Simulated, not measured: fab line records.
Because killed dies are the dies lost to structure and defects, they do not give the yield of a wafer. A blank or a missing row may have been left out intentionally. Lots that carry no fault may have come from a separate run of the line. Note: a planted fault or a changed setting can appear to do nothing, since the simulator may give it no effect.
Which of the tools did it?	flow gf180mcu	12 lots with 33 wafers sampled at 4 steps, on a route of 602 steps

WHAT EACH GAUGE READ, for each wafer
GF_POLY_GATE_CD_MEAS_10: the cd target is 280 nm.
lot	measured	on	cd nm (nm)
L609	day 10 07:09	cd sem-01	280.8 280.1 280.2
L608	day 10 10:25	cd sem-02	284.2 282.6 282.0
L611	day 11 00:10	cd sem-01	263.1 277.4
L612	day 11 14:19	cd sem-02	265.1 279.5
L614	day 12 05:17	cd sem-01	268.2 268.2
L623	day 14 14:43	cd sem-01	280.5 280.1 281.4
L622	day 14 16:19	cd sem-01	281.1 280.1 281.4
L624	day 14 20:11	cd sem-02	278.3 278.6 277.7
L625	day 15 02:52	cd sem-01	280.0 281.0 279.8
L626	day 15 12:41	cd sem-02	279.4 279.8 279.2
L627	day 15 17:20	cd sem-01	282.3 282.3 282.5
L628	day 15 19:29	cd sem-01	282.1 281.9 281.6

EACH LOT AND THE TOOL THAT RAN IT (in order: tool; ch and the chambers of the sampled wafers; start)
lot	GF_MVPSD_STRIP_10	GF_VT_IMPLANT_STRIP_42	GF_POLY_GATE_EXPOSE_07
L609	plasma asher-01 ch 0,1, day 6 01:59	plasma asher-02 ch 0,1, day 8 15:02	krf scanner-01 ch 0, day 9 22:04
L608	plasma asher-04 ch 0,1, day 6 02:14	plasma asher-04 ch 0,1, day 8 16:15	krf scanner-02 ch 0, day 10 01:45
L611	plasma asher-01 ch 0,1, day 6 15:54	plasma asher-02 ch 1, day 9 06:42	krf scanner-01 ch 0, day 10 15:14
L612	plasma asher-03 ch 0, day 7 04:28	plasma asher-04 ch 0, day 9 20:56	krf scanner-01 ch 0, day 11 05:08
L614	plasma asher-01 ch 0, day 7 16:02	plasma asher-03 ch 0, day 10 09:37	krf scanner-01 ch 0, day 11 20:22
L623	plasma asher-04 ch 0,1, day 9 14:28	plasma asher-03 ch 0,1, day 12 16:49	krf scanner-02 ch 0, day 14 04:20
L622	plasma asher-03 ch 0,1, day 9 14:49	plasma asher-04 ch 0,1, day 12 17:06	krf scanner-02 ch 0, day 14 05:55
L624	plasma asher-04 ch 0,1, day 9 19:16	plasma asher-04 ch 0,1, day 12 21:27	krf scanner-02 ch 0, day 14 09:43
L625	plasma asher-01 ch 0,1, day 9 22:31	plasma asher-03 ch 0,1, day 13 01:54	krf scanner-01 ch 0, day 14 16:16
L626	plasma asher-03 ch 0,1, day 10 08:47	plasma asher-02 ch 0,1, day 13 13:15	krf scanner-02 ch 0, day 15 01:32
L627	plasma asher-04 ch 0,1, day 10 11:02	plasma asher-03 ch 0,1, day 13 16:55	krf scanner-01 ch 0, day 15 06:58
L628	plasma asher-04 ch 0,1, day 10 15:01	plasma asher-02 ch 0,1, day 13 19:08	krf scanner-01 ch 0, day 15 08:44
- GF_MVPSD_STRIP_10: strips in O2/N2.
- GF_VT_IMPLANT_STRIP_42: strips in O2/N2.
- GF_POLY_GATE_EXPOSE_07: exposes mask Poly2, target cd 280 nm.

WHAT THE TOOLS THEMSELVES READ (means of the sampled wafers that have a number; where no wafer has one, the mark that the record gives instead)
GF_MVPSD_STRIP_10.
lot	tool	drypump motor current A (A)	heater power w (W)	o2 flow sccm (sccm)	oes product au (a.u.)	strip time to endpoint s (s)
L609	plasma asher-01	5.6	339	2993	0.720	36.96
L608	plasma asher-04	5.9	336	3005	0.721	36.99
L611	plasma asher-01	5.7	352	3014	0.725	36.95
L612	plasma asher-03	6.4	360	2996	0.722	36.99
L614	plasma asher-01	5.7	388	3004	0.723	36.88
L623	plasma asher-04	5.9	329	3006	0.721	37.09
L622	plasma asher-03	6.0	357	3002	0.723	37.08
L624	plasma asher-04	5.9	337	2992	0.728	37.08
L625	plasma asher-01	5.7	360	3005	0.720	36.98
L626	plasma asher-03	6.0	350	3019	0.724	37.07
L627	plasma asher-04	5.6	343	2999	0.717	37.00
L628	plasma asher-04	5.9	330	3003	0.725	36.99

GF_VT_IMPLANT_STRIP_42.
lot	tool	drypump motor current A (A)	heater power w (W)	o2 flow sccm (sccm)	oes product au (a.u.)	strip time to endpoint s (s)
L609	plasma asher-02	5.6	361	3002	0.712	12.645
L608	plasma asher-04	5.7	345	3005	0.717	12.602
L611	plasma asher-02	4.9	372	3000	0.714	12.626
L612	plasma asher-04	5.3	360	2998	0.714	12.652
L614	plasma asher-03	6.4	366	3001	0.718	12.630
L623	plasma asher-03	6.0	356	3005	0.716	12.652
L622	plasma asher-04	5.7	345	3000	0.714	12.632
L624	plasma asher-04	5.9	334	2998	0.720	12.631
L625	plasma asher-03	6.2	358	3000	0.718	12.623
L626	plasma asher-02	5.3	368	3004	0.718	12.660
L627	plasma asher-03	6.0	354	2999	0.716	12.635
L628	plasma asher-02	5.6	362	2993	0.718	12.611

GF_POLY_GATE_EXPOSE_07.
lot	tool	focus offset nm (nm)
L609	krf scanner-01	0.4
L608	krf scanner-02	-0.1
L611	krf scanner-01	0.2
L612	krf scanner-01	-0.2
L614	krf scanner-01	0.0
L623	krf scanner-02	-0.2
L622	krf scanner-02	0.3
L624	krf scanner-02	0.7
L625	krf scanner-01	0.5
L626	krf scanner-02	0.0
L627	krf scanner-01	-0.2
L628	krf scanner-01	0.4

THE ANSWER, worked out from the rows above alone
Rule: the lots themselves supply what counts as usual. Put in order of their means at a reading, lots are off if they are a third of the lots or fewer, leave a main group of 4 or more, and stand apart from it by a gap of 3 or more times the standard deviation of the main group's means; of several such gaps the widest counts. If all means in a main group match to the digits the tables above print for the reading, that group is not used. Also off: a lot with no number at a reading for which 4 or more lots have one. Where the step has rows for the other lots, those lots are counted as sound. After the gauges, taken in route order, come the tools' own readings; for these a lot's mean is taken, as printed above. At the first step where some lot is off, the reading lying furthest off is the one used; lots without a number count as furthest.
Off, at GF_POLY_GATE_CD_MEAS_10 on cd nm: L611, L612, L614. The main group has a mean of 280.8 nm with a standard deviation of 1.4.
If a tool, at a process step before that reading, ran all the lots that are off and no sound lot after the first of them, it fits. The gauges at GF_POLY_GATE_CD_MEAS_10 are tried like those tools. Of those tried, none fits.

WHAT WAS PUT IN BY THE SIMULATOR
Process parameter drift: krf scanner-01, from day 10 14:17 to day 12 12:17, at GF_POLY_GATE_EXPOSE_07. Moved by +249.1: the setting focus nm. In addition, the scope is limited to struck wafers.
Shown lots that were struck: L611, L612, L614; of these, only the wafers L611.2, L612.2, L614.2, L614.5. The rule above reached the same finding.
